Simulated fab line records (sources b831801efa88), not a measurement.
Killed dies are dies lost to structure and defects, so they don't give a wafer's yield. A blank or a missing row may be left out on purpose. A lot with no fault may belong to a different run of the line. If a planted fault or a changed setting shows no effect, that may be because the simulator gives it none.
fab line records    flow gf180mcu
[record] lots = 24  wafers = 72  lastDay = 34
route steps=602 shown PSD@261 SALICIDE@283 M2@378 MIM@503 V5@561 PASSIVATION@590
lots with no fault: from the same line, run without faults
startH: start of the lot's first displayed wafer, in hours after the record's first day    waitH: hours since the lot's step before    " repeats the value in the row above    L1.1+2: several wafers, shown together as one row    - either no value or no given start    * or withheld: withheld    < > ~ a bound
route shown NAME@n: names a module that has steps shown in the file, with the first one's number in the route    usual: the fault-free wafers' mean and standard deviation    same: alike in all rows    chamber/n: place in a boat    sites: each site's reading    _std_site: standard deviation across them    _edge_site: mean of outer sites minus mean of inner sites    radiusMm: for every site, how far away it sits from the centre of the wafer    mask NAME#n: copy n    behind: the tool/chamber that last shaped the wafer    hold: reason for holding the lot/hours on hold/outcome of the hold    device: which transistor (n, p or np) failed to switch    end of line: tests of these same wafers at the route's end    a step given without rows: its recipe and nothing more    killed: at the first sort, the dies lost to defects and structure; wafer yield is something else    map: shows each die of a wafer: x if killed, . if not, _ if none is there
set.NAME: setting as actually run; set.NAME@STEP: the setting as run at that earlier step    model.NAME: the simulator's own value behind a step, which no gauge read
steps of the route over a sample of lots; a table a step, a row a wafer
services: a tool's chamber out of use, with start hour (startH, from the record's first day; less than 0 if before it), hours out, and reason
[[steps]]
[step GF_PSD_RTA_13]
[recipe] tempC = 1025  timeS = 20  ambient = N2
[usual] annealTempCMax = 1030.3/2.3  lampPowerPct = 36/3  wafer_temp_C_max = 1030.9/1.1
lot.wafer  tool          chamber  startH  waitH  annealTempCMax  lampPowerPct  wafer_temp_C_max
L074.1     rtpAnneal-02  0        311.96  0.0    1028.9          39            1031.1
L074.4     "             0        "       "      1028.2          39            1029.8
L074.6     "             0        "       "      1029.1          39            1031.1
L075.3     rtpAnneal-01  0        321.66  0.0    1033.7          32            1032.9
L075.4     "             0        "       "      1031.7          32            1031.6
L075.5     "             0        "       "      1031.2          32            1031.9
L076.3     rtpAnneal-01  0        331.26  0.0    1032.9          32            1029.4
L076.4     "             0        "       "      1033.6          32            1030.1
L076.5     "             0        "       "      1033.1          32            1032.0
L077.1     rtpAnneal-01  0        342.93  0.0    1033.4          32            1029.1
L077.3     "             0        "       "      1031.3          32            1030.4
L077.6     "             0        "       "      1034.3          32            1033.6
L078.2     rtpAnneal-02  0        352.41  0.0    1028.0          39            1029.9
L078.3     "             0        "       "      1028.8          39            1030.8
L078.6     "             0        "       "      1028.3          39            1030.6
L079.2     rtpAnneal-01  0        366.10  0.0    1034.1          32            1032.1
L079.3     "             0        "       "      1032.1          32            1030.8
L079.6     "             0        "       "      1033.1          32            1030.8
L080.1     rtpAnneal-02  0        374.19  0.0    1028.5          39            1031.5
L080.2     "             0        "       "      1027.6          39            1033.0
L080.5     "             0        "       "      1028.1          39            1030.3
L081.3     rtpAnneal-02  0        381.21  0.0    1029.4          39            1031.1
L081.4     "             0        "       "      1028.5          39            1030.3
L081.5     "             0        "       "      1027.9          39            1029.3
L082.2     rtpAnneal-01  0        397.29  0.0    1033.3          32            1033.7
L082.3     "             0        "       "      1033.8          32            1030.6
L082.4     "             0        "       "      1034.1          32            1031.8
L083.2     rtpAnneal-02  0        405.60  0.0    1027.8          39            1030.6
L083.4     "             0        "       "      1028.3          39            1030.4
L083.5     "             0        "       "      1028.7          39            1030.7
L084.2     rtpAnneal-01  0        406.50  0.0    1030.7          32            1031.4
L084.3     "             0        "       "      1031.7          32            1029.9
L084.5     "             0        "       "      1032.3          32            1031.8
L085.1     rtpAnneal-02  0        410.93  0.0    1029.2          39            1029.8
L085.2     "             0        "       "      1028.2          39            1029.4
L085.6     "             0        "       "      1028.4          39            1030.6
L086.3     rtpAnneal-01  0        419.61  0.0    1032.8          32            1030.6
L086.5     "             0        "       "      1032.4          32            1032.4
L086.6     "             0        "       "      1031.7          32            1032.3
L087.2     rtpAnneal-02  0        428.15  0.0    1028.3          39            1030.6
L087.3     "             0        "       "      1029.0          39            1028.8
L087.4     "             0        "       "      1027.9          39            1029.7
L088.1     rtpAnneal-02  0        440.93  0.0    1029.1          39            1033.1
L088.2     "             0        "       "      1029.2          39            1030.2
L088.5     "             0        "       "      1028.5          39            1030.3
L089.1     rtpAnneal-02  0        446.57  0.0    1028.1          39            1030.3
L089.4     "             0        "       "      1028.7          39            1031.8
L089.6     "             0        "       "      1027.9          39            1029.6
L090.2     rtpAnneal-01  0        452.83  0.0    1033.1          32            1031.5
L090.3     "             0        "       "      1034.7          32            1030.8
L090.6     "             0        "       "      1032.3          32            1031.5
L091.2     rtpAnneal-02  0        460.08  0.0    1028.1          39            1030.2
L091.3     "             0        "       "      1027.6          39            1032.5
L091.6     "             0        "       "      1027.3          39            1028.9
L092.1     rtpAnneal-02  0        470.74  0.0    1028.3          39            1031.2
L092.3     "             0        "       "      1028.8          39            1030.8
L092.4     "             0        "       "      1030.2          39            1032.2
L093.1     rtpAnneal-02  0        478.92  0.0    1028.2          39            1030.0
L093.3     "             0        "       "      1028.9          39            1031.4
L093.5     "             0        "       "      1029.1          39            1030.9
L094.2     rtpAnneal-02  0        484.80  0.0    1028.4          39            1029.0
L094.5     "             0        "       "      1027.2          39            1031.6
L094.6     "             0        "       "      1028.7          39            1031.1
L095.2     rtpAnneal-01  0        500.89  0.0    1032.9          32            1030.3
L095.4     "             0        "       "      1032.3          32            1030.5
L095.6     "             0        "       "      1032.9          32            1030.4
L096.2     rtpAnneal-02  0        506.99  0.0    1027.9          39            1032.1
L096.4     "             0        "       "      1028.6          39            1032.6
L096.6     "             0        "       "      1029.1          39            1031.9
L097.3     rtpAnneal-02  0        512.11  0.0    1028.7          39            1031.7
L097.5     "             0        "       "      1029.4          39            1031.0
L097.6     "             0        "       "      1028.9          39            1029.9
[step GF_SALICIDE_THK_MEAS_05]
[recipe] thkMeasGauge = xrf  reads = TiN_of_SALICIDE_SPUTTER_03
[usual] SALICIDE_TIN_THK = 20.32/0.19
lot.wafer  tool          chamber  startH  waitH  SALICIDE_TIN_THK[nm]
L074.1     filmMetro-01  -        333.94  0.1    20.35
L074.4     "             -        "       "      20.31
L074.6     "             -        "       "      20.35
L075.3     filmMetro-02  -        343.53  0.1    20.53
L075.4     "             -        "       "      20.52
L075.5     "             -        "       "      20.47
L076.3     filmMetro-02  -        353.46  0.1    20.11
L076.4     "             -        "       "      20.10
L076.5     "             -        "       "      20.21
L077.1     filmMetro-01  -        365.54  0.1    20.62
L077.3     "             -        "       "      20.56
L077.6     "             -        "       "      20.67
L078.2     filmMetro-01  -        374.65  0.1    20.30
L078.3     "             -        "       "      19.85
L078.6     "             -        "       "      20.10
L079.2     filmMetro-02  -        389.69  0.1    20.36
L079.3     "             -        "       "      20.45
L079.6     "             -        "       "      20.24
L080.1     filmMetro-02  -        398.10  0.1    20.37
L080.2     "             -        "       "      20.49
L080.5     "             -        "       "      20.53
L081.3     filmMetro-01  -        405.61  0.1    20.46
L081.4     "             -        "       "      20.30
L081.5     "             -        "       "      20.33
L082.2     filmMetro-02  -        422.00  0.1    20.57
L082.3     "             -        "       "      20.31
L082.4     "             -        "       "      20.46
L083.2     filmMetro-02  -        430.31  0.1    20.09
L083.4     "             -        "       "      19.95
L083.5     "             -        "       "      20.10
L084.2     filmMetro-01  -        431.56  0.1    20.32
L084.3     "             -        "       "      20.23
L084.5     "             -        "       "      20.29
L085.1     filmMetro-04  -        436.08  0.1    20.27
L085.2     "             -        "       "      20.36
L085.6     "             -        "       "      20.12
L086.3     filmMetro-01  -        444.54  0.1    19.98
L086.5     "             -        "       "      19.90
L086.6     "             -        "       "      20.05
L087.2     filmMetro-02  -        453.83  0.1    20.29
L087.3     "             -        "       "      20.41
L087.4     "             -        "       "      20.23
L088.1     filmMetro-02  -        466.88  0.1    20.35
L088.2     "             -        "       "      20.39
L088.5     "             -        "       "      20.32
L089.1     filmMetro-02  -        471.90  0.1    20.33
L089.4     "             -        "       "      20.23
L089.6     "             -        "       "      20.32
L090.2     filmMetro-02  -        478.06  0.1    20.50
L090.3     "             -        "       "      20.74
L090.6     "             -        "       "      20.62
L091.2     filmMetro-01  -        485.20  0.1    20.31
L091.3     "             -        "       "      20.22
L091.6     "             -        "       "      20.34
L092.1     filmMetro-01  -        494.98  0.1    20.38
L092.3     "             -        "       "      20.37
L092.4     "             -        "       "      20.17
L093.1     filmMetro-01  -        503.34  0.1    20.52
L093.3     "             -        "       "      20.48
L093.5     "             -        "       "      20.48
L094.2     filmMetro-02  -        509.09  0.1    20.53
L094.5     "             -        "       "      20.25
L094.6     "             -        "       "      20.34
L095.2     filmMetro-02  -        525.89  0.1    19.91
L095.4     "             -        "       "      20.17
L095.6     "             -        "       "      20.17
L096.2     filmMetro-01  -        531.08  0.1    20.22
L096.4     "             -        "       "      20.33
L096.6     "             -        "       "      20.26
L097.3     filmMetro-02  -        535.99  0.1    20.24
L097.5     "             -        "       "      20.57
L097.6     "             -        "       "      20.32
[step GF_M2_METAL_ETCH_16]
[recipe] chemistry = Cl2/BCl3  maskMaterial = KrF  targetDepthNm = 627.5  stopOn = SiO2  pressureMtorr = 8  icpW = 782.1  biasW = 140  Cl2_flow_sccm = 80  bcl3FlowSccm = 40  timeS = 104.6
[usual] drypumpMotorCurrentA = 5.7/0.3  mfcCl2Sccm = 80.01/0.28  oesProductAu = 0.969/0.0059  throttleValvePct = 28.254/0.01
lot.wafer  tool         chamber  startH  waitH  drypumpMotorCurrentA  mfcCl2Sccm  oesProductAu  rfHoursCounterH  throttleValvePct
L074.1     rieMetal-04  0        431.33  0.0    6.2                   80.18       0.976         7                28.260
L074.4     "            0        "       "      6.2                   80.34       0.976         -                28.224
L074.6     "            0        "       "      6.2                   80.36       0.978         -                28.246
L075.3     rieMetal-03  1        441.19  0.1    5.8                   80.00       0.965         -                28.260
L075.4     "            0        "       "      5.3                   80.08       0.965         -                28.272
L075.5     "            0        "       "      5.3                   80.09       0.975         -                28.238
L076.3     rieMetal-02  0        451.61  0.1    5.6                   80.52       0.964         -                28.263
L076.4     "            1        "       "      5.6                   80.12       0.961         -                28.262
L076.5     "            1        "       "      5.6                   79.78       0.964         -                28.256
L077.1     rieMetal-03  1        467.20  0.0    5.9                   79.78       0.978         1                28.235
L077.3     "            1        "       "      5.8                   79.86       0.975         -                28.229
L077.6     "            1        "       "      5.8                   79.88       0.967         -                28.251
L078.2     rieMetal-02  1        476.71  0.1    5.6                   80.29       0.959         -                28.260
L078.3     "            1        "       "      5.6                   79.89       0.964         -                28.268
L078.6     "            1        "       "      5.6                   80.23       0.973         -                28.226
L079.2     rieMetal-04  1        490.57  0.0    5.3                   79.56       0.971         4                28.258
L079.3     "            1        "       "      5.3                   79.83       0.967         -                28.258
L079.6     "            0        "       "      6.2                   79.73       0.967         -                28.267
L080.1     rieMetal-04  0        500.87  0.0    6.2                   80.36       0.972         9                28.254
L080.2     "            1        "       "      5.3                   80.32       0.972         4                28.268
L080.5     "            1        "       "      5.3                   80.48       0.966         -                28.263
L081.3     rieMetal-03  0        508.01  0.1    5.3                   79.67       0.971         -                28.245
L081.4     "            1        "       "      5.9                   79.92       0.965         -                28.269
L081.5     "            0        "       "      5.3                   79.94       0.964         -                28.232
L082.2     rieMetal-03  1        525.21  0.1    5.9                   80.16       0.973         -                28.268
L082.3     "            1        "       "      5.8                   80.26       0.973         -                28.231
L082.4     "            1        "       "      5.9                   79.76       0.977         -                28.253
L083.2     rieMetal-03  1        530.76  0.1    5.8                   79.94       0.970         -                28.250
L083.4     "            1        "       "      5.8                   80.11       0.965         -                28.264
L083.5     "            1        "       "      5.9                   80.32       0.958         -                28.261
L084.2     rieMetal-04  0        531.50  0.0    6.2                   80.07       0.965         10               28.250
L084.3     "            1        "       "      5.3                   80.15       0.971         -                28.253
L084.5     "            1        "       "      5.3                   80.38       0.971         -                28.254
L085.1     rieMetal-03  0        538.63  0.0    5.3                   80.49       0.974         0                28.242
L085.2     "            1        "       "      5.8                   79.70       0.967         3                28.259
L085.6     "            1        "       "      5.8                   79.87       0.972         -                28.242
L086.3     rieMetal-04  0        544.86  0.1    6.2                   80.16       0.975         -                28.261
L086.5     "            0        "       "      6.2                   80.00       0.970         -                28.252
L086.6     "            1        "       "      5.3                   80.10       0.976         -                28.249
L087.2     rieMetal-03  1        553.71  0.0    5.8                   79.56       0.968         4                28.265
L087.3     "            0        "       "      5.3                   79.73       0.966         -                28.246
L087.4     "            1        "       "      5.9                   79.88       0.971         -                28.241
L088.1     rieMetal-02  0        564.57  0.0    5.5                   79.55       0.973         2                28.253
L088.2     "            1        "       "      5.6                   80.02       0.968         9                28.258
L088.5     "            0        "       "      5.6                   79.62       0.968         -                28.263
L089.1     rieMetal-02  0        569.82  0.0    5.6                   80.23       0.963         2                28.255
L089.4     "            1        "       "      5.6                   79.56       0.968         -                28.244
L089.6     "            0        "       "      5.6                   80.49       0.968         -                28.254
L090.2     rieMetal-04  0        577.44  0.0    6.2                   79.77       0.964         11               28.252
L090.3     "            1        "       "      5.3                   80.09       0.973         -                28.241
L090.6     "            0        "       "      6.2                   80.09       0.967         -                28.250
L091.2     rieMetal-03  1        581.47  0.0    5.8                   79.93       0.968         5                28.263
L091.3     "            1        "       "      5.8                   79.84       0.964         -                28.265
L091.6     "            1        "       "      5.8                   80.05       0.963         -                28.257
L092.1     rieMetal-02  0        590.00  0.0    5.5                   80.29       0.982         2                28.266
L092.3     "            1        "       "      5.6                   80.17       0.973         -                28.265
L092.4     "            0        "       "      5.6                   80.33       0.982         -                28.242
L093.1     rieMetal-03  1        599.60  0.0    5.9                   80.31       0.974         5                28.268
L093.3     "            1        "       "      5.9                   80.36       0.965         -                28.262
L093.5     "            0        "       "      5.3                   79.64       0.973         -                28.249
L094.2     rieMetal-03  0        604.42  0.0    5.3                   80.45       0.967         2                28.260
L094.5     "            1        "       "      5.8                   80.03       0.971         -                28.262
L094.6     "            0        "       "      5.3                   80.02       0.970         -                28.245
L095.2     rieMetal-02  1        623.74  0.1    5.6                   79.93       0.980         -                28.243
L095.4     "            1        "       "      5.6                   79.88       0.971         -                28.249
L095.6     "            1        "       "      5.6                   79.67       0.976         -                28.250
L096.2     rieMetal-04  1        624.05  0.0    5.3                   79.71       0.974         7                28.252
L096.4     "            0        "       "      6.2                   80.38       0.965         -                28.267
L096.6     "            1        "       "      5.3                   79.73       0.969         -                28.272
L097.3     rieMetal-03  1        627.81  0.1    5.8                   79.79       0.955         -                28.246
L097.5     "            0        "       "      5.3                   79.84       0.966         -                28.259
L097.6     "            1        "       "      5.8                   79.72       0.970         -                28.260
[step GF_MIM_SPUTTER_00]
[recipe] material = Ti  targetThkNm = 37.5  arrivingIonEnergyEv = 80  substrateTempC = 200  chamberPressurePa = 2  powerW = 4000  timeS = 150
[usual] throttleValvePct = 30.1/1
lot.wafer  tool           chamber  startH  waitH  throttleValvePct
L074.1     pvdSputter-03  -        558.30  0.2    29.1
L074.4     "              -        "       "      30.0
L074.6     "              -        "       "      29.9
L075.3     pvdSputter-02  -        568.13  0.1    28.2
L075.4     "              -        "       "      31.6
L075.5     "              -        "       "      31.5
L076.3     pvdSputter-02  -        577.29  0.1    31.1
L076.4     "              -        "       "      30.6
L076.5     "              -        "       "      30.2
L077.1     pvdSputter-03  -        589.08  0.1    30.6
L077.3     "              -        "       "      30.1
L077.6     "              -        "       "      29.9
L078.2     pvdSputter-01  -        599.93  0.2    29.1
L078.3     "              -        "       "      32.0
L078.6     "              -        "       "      29.4
L079.2     pvdSputter-03  -        610.31  0.2    29.7
L079.3     "              -        "       "      30.4
L079.6     "              -        "       "      30.5
L080.1     pvdSputter-01  -        620.61  0.1    32.1
L080.2     "              -        "       "      29.4
L080.5     "              -        "       "      30.1
L081.3     pvdSputter-01  -        626.43  0.1    29.0
L081.4     "              -        "       "      32.0
L081.5     "              -        "       "      29.3
L082.2     pvdSputter-03  -        641.30  0.2    29.9
L082.3     "              -        "       "      30.1
L082.4     "              -        "       "      30.5
L083.2     pvdSputter-02  -        647.64  0.2    30.2
L083.4     "              -        "       "      30.7
L083.5     "              -        "       "      30.5
L084.2     pvdSputter-03  -        648.13  0.1    30.5
L084.3     "              -        "       "      29.1
L084.5     "              -        "       "      30.7
L085.1     pvdSputter-03  -        651.73  0.2    29.0
L085.2     "              -        "       "      29.9
L085.6     "              -        "       "      29.8
L086.3     pvdSputter-02  -        658.01  0.2    30.4
L086.5     "              -        "       "      31.4
L086.6     "              -        "       "      30.6
L087.2     pvdSputter-01  -        666.95  0.2    32.0
L087.3     "              -        "       "      30.2
L087.4     "              -        "       "      29.1
L088.1     pvdSputter-01  -        675.50  0.1    32.0
L088.2     "              -        "       "      30.3
L088.5     "              -        "       "      31.6
L089.1     pvdSputter-01  -        682.38  0.2    29.0
L089.4     "              -        "       "      30.2
L089.6     "              -        "       "      31.9
L090.2     pvdSputter-02  -        686.76  0.1    30.6
L090.3     "              -        "       "      28.3
L090.6     "              -        "       "      28.1
L091.2     pvdSputter-02  -        690.88  0.2    30.5
L091.3     "              -        "       "      28.3
L091.6     "              -        "       "      30.6
L092.1     pvdSputter-02  -        697.48  0.1    30.8
L092.3     "              -        "       "      31.5
L092.4     "              -        "       "      28.2
L093.1     pvdSputter-01  -        706.91  0.2    29.2
L093.3     "              -        "       "      30.0
L093.5     "              -        "       "      29.3
L094.2     pvdSputter-03  -        712.11  0.1    30.1
L094.5     "              -        "       "      30.0
L094.6     "              -        "       "      30.5
L096.2     pvdSputter-02  -        728.44  0.1    30.4
L096.4     "              -        "       "      31.7
L096.6     "              -        "       "      31.5
L095.2     pvdSputter-02  -        729.02  0.1    28.2
L095.4     "              -        "       "      30.4
L095.6     "              -        "       "      30.5
L097.3     pvdSputter-03  -        731.35  0.1    29.3
L097.5     "              -        "       "      28.8
L097.6     "              -        "       "      30.8
[step GF_V5_SPUTTER_21]
[recipe] material = Ti  targetThkNm = 15  chamberPressurePa = 5  powerW = 2500  substrateTempC = 200  timeS = 80.02
[usual] throttleValvePct = 30.3/1
lot.wafer  tool           chamber  startH  waitH  throttleValvePct
L074.1     pvdSputter-01  -        625.69  0.0    29.6
L074.4     "              -        "       "      32.0
L074.6     "              -        "       "      29.7
L075.3     pvdSputter-04  -        633.76  0.0    30.7
L075.4     "              -        "       "      31.0
L075.5     "              -        "       "      30.0
L076.3     pvdSputter-02  -        640.86  0.0    28.0
L076.4     "              -        "       "      30.6
L076.5     "              -        "       "      30.2
L077.1     pvdSputter-01  -        652.70  0.0    29.5
L077.3     "              -        "       "      32.2
L077.6     "              -        "       "      29.2
L078.2     pvdSputter-01  -        662.07  0.0    29.4
L078.3     "              -        "       "      29.3
L078.6     "              -        "       "      29.2
L079.2     pvdSputter-02  -        673.69  0.0    31.5
L079.3     "              -        "       "      30.2
L079.6     "              -        "       "      31.4
L080.1     pvdSputter-04  -        682.41  0.0    31.0
L080.2     "              -        "       "      31.0
L080.5     "              -        "       "      30.9
L081.3     pvdSputter-04  -        687.51  0.0    31.1
L081.4     "              -        "       "      30.1
L081.5     "              -        "       "      31.0
L082.2     pvdSputter-01  -        704.47  0.0    30.4
L082.3     "              -        "       "      29.5
L082.4     "              -        "       "      32.0
L083.2     pvdSputter-02  -        707.11  0.0    31.6
L083.4     "              -        "       "      28.5
L083.5     "              -        "       "      30.6
L084.2     pvdSputter-02  -        707.41  0.0    28.3
L084.3     "              -        "       "      30.4
L084.5     "              -        "       "      30.6
L085.1     pvdSputter-02  -        711.56  0.0    28.4
L085.2     "              -        "       "      30.4
L085.6     "              -        "       "      28.1
L086.3     pvdSputter-01  -        717.10  0.0    32.1
L086.5     "              -        "       "      29.5
L086.6     "              -        "       "      29.1
L087.2     pvdSputter-02  -        725.24  0.0    30.5
L087.3     "              -        "       "      31.4
L087.4     "              -        "       "      30.6
L088.1     pvdSputter-01  -        730.95  0.0    29.3
L088.2     "              -        "       "      30.2
L088.5     "              -        "       "      30.2
L089.1     pvdSputter-04  -        739.16  0.0    30.0
L089.4     "              -        "       "      31.0
L089.6     "              -        "       "      31.1
L090.2     pvdSputter-01  -        741.69  0.0    30.3
L090.3     "              -        "       "      29.2
L090.6     "              -        "       "      29.2
L091.2     pvdSputter-01  -        748.75  0.0    32.0
L091.3     "              -        "       "      30.3
L091.6     "              -        "       "      29.4
L092.1     pvdSputter-04  -        753.06  0.0    30.8
L092.3     "              -        "       "      30.7
L092.4     "              -        "       "      30.9
L093.1     pvdSputter-04  -        761.57  0.0    30.8
L093.3     "              -        "       "      30.3
L093.5     "              -        "       "      30.0
L094.2     pvdSputter-01  -        766.47  0.0    29.3
L094.5     "              -        "       "      31.8
L094.6     "              -        "       "      29.5
L096.2     pvdSputter-04  -        781.81  0.0    31.1
L096.4     "              -        "       "      29.9
L096.6     "              -        "       "      31.2
L095.2     pvdSputter-02  -        782.31  0.0    30.6
L095.4     "              -        "       "      30.7
L095.6     "              -        "       "      30.5
L097.3     pvdSputter-02  -        782.75  0.0    30.6
L097.5     "              -        "       "      30.4
L097.6     "              -        "       "      30.5
[step GF_PASSIVATION_THK_MEAS_03]
[recipe] reads = Si3N4_of_PASSIVATION_CVD_02
[usual] PASSIVATION_CVD_02_THK = 699/9.2
lot.wafer  tool          chamber  startH  waitH  PASSIVATION_CVD_02_THK[nm]
L074.1     filmMetro-03  -        647.88  0.1    697
L074.4     "             -        "       "      718
L074.6     "             -        "       "      718
L075.3     filmMetro-01  -        655.18  0.2    697
L075.4     "             -        "       "      720
L075.5     "             -        "       "      714
L076.3     filmMetro-03  -        662.87  0.2    702
L076.4     "             -        "       "      703
L076.5     "             -        "       "      711
L077.1     filmMetro-01  -        674.15  0.1    698
L077.3     "             -        "       "      685
L077.6     "             -        "       "      694
L078.2     filmMetro-03  -        683.58  0.2    695
L078.3     "             -        "       "      698
L078.6     "             -        "       "      711
L079.2     filmMetro-01  -        696.23  0.2    699
L079.3     "             -        "       "      697
L079.6     "             -        "       "      706
L080.1     filmMetro-03  -        705.21  0.1    693
L080.2     "             -        "       "      702
L080.5     "             -        "       "      705
L081.3     filmMetro-02  -        707.94  0.2    702
L081.4     "             -        "       "      712
L081.5     "             -        "       "      701
L082.2     filmMetro-02  -        723.75  0.2    696
L082.3     "             -        "       "      694
L082.4     "             -        "       "      709
L083.2     filmMetro-01  -        727.58  0.2    698
L083.4     "             -        "       "      724
L083.5     "             -        "       "      719
L084.2     filmMetro-01  -        727.85  0.2    687
L084.3     "             -        "       "      696
L084.5     "             -        "       "      699
L085.1     filmMetro-01  -        731.77  0.1    699
L085.2     "             -        "       "      692
L085.6     "             -        "       "      706
L086.3     filmMetro-01  -        737.55  0.2    689
L086.5     "             -        "       "      706
L086.6     "             -        "       "      715
L087.2     filmMetro-01  -        744.95  0.2    693
L087.3     "             -        "       "      701
L087.4     "             -        "       "      712
L088.1     filmMetro-01  -        750.41  0.1    691
L088.2     "             -        "       "      687
L088.5     "             -        "       "      700
L089.1     filmMetro-03  -        758.02  0.1    691
L089.4     "             -        "       "      700
L089.6     "             -        "       "      709
L090.2     filmMetro-03  -        759.85  0.2    695
L090.3     "             -        "       "      704
L090.6     "             -        "       "      710
L091.2     filmMetro-01  -        766.85  0.2    695
L091.3     "             -        "       "      690
L091.6     "             -        "       "      700
L092.1     filmMetro-01  -        771.19  0.1    686
L092.3     "             -        "       "      690
L092.4     "             -        "       "      705
L093.1     filmMetro-03  -        779.95  0.1    691
L093.3     "             -        "       "      680
L093.5     "             -        "       "      707
L094.2     filmMetro-02  -        784.91  0.2    691
L094.5     "             -        "       "      699
L094.6     "             -        "       "      707
L096.2     filmMetro-02  -        798.84  0.2    698
L096.4     "             -        "       "      700
L096.6     "             -        "       "      696
L095.2     filmMetro-01  -        799.70  0.2    691
L095.4     "             -        "       "      711
L095.6     "             -        "       "      704
L097.3     filmMetro-01  -        799.87  0.2    674
L097.5     "             -        "       "      692
L097.6     "             -        "       "      685
[[services]]
tool           chamber  startH  hours  kind
pvdSputter-03  -        292.01  21.4   repair
pvdSputter-01  -        292.63  17.8   repair
pvdSputter-03  -        318.77  1.8    repair
rieMetal-03    0        323.87  2.1    repair
pvdSputter-04  -        343.75  2.1    repair
rtpAnneal-02   -        374.52  0.7    repair
rieMetal-04    1        406.69  28.8   repair
pvdSputter-03  -        414.32  0.8    repair
pvdSputter-03  -        457.82  5.1    repair
rieMetal-03    0        463.01  15.5   repair
rieMetal-03    1        475.65  1.1    repair
rieMetal-04    -        484.07  0.5    repair
pvdSputter-02  -        495.76  2.2    repair
pvdSputter-02  -        527.34  9.0    repair
pvdSputter-04  -        568.06  3.3    repair
rieMetal-04    0        603.46  3.0    repair
pvdSputter-02  -        625.42  4.3    repair
pvdSputter-03  -        633.40  2.4    repair
pvdSputter-02  -        663.11  10.1   repair
pvdSputter-03  -        697.76  2.2    repair
rieMetal-03    -        713.64  1.2    repair
pvdSputter-04  -        714.12  8.8    repair
rtpAnneal-01   -        732.96  3.4    pm
rieMetal-03    -        782.46  0.2    repair
[[key]]
fault none
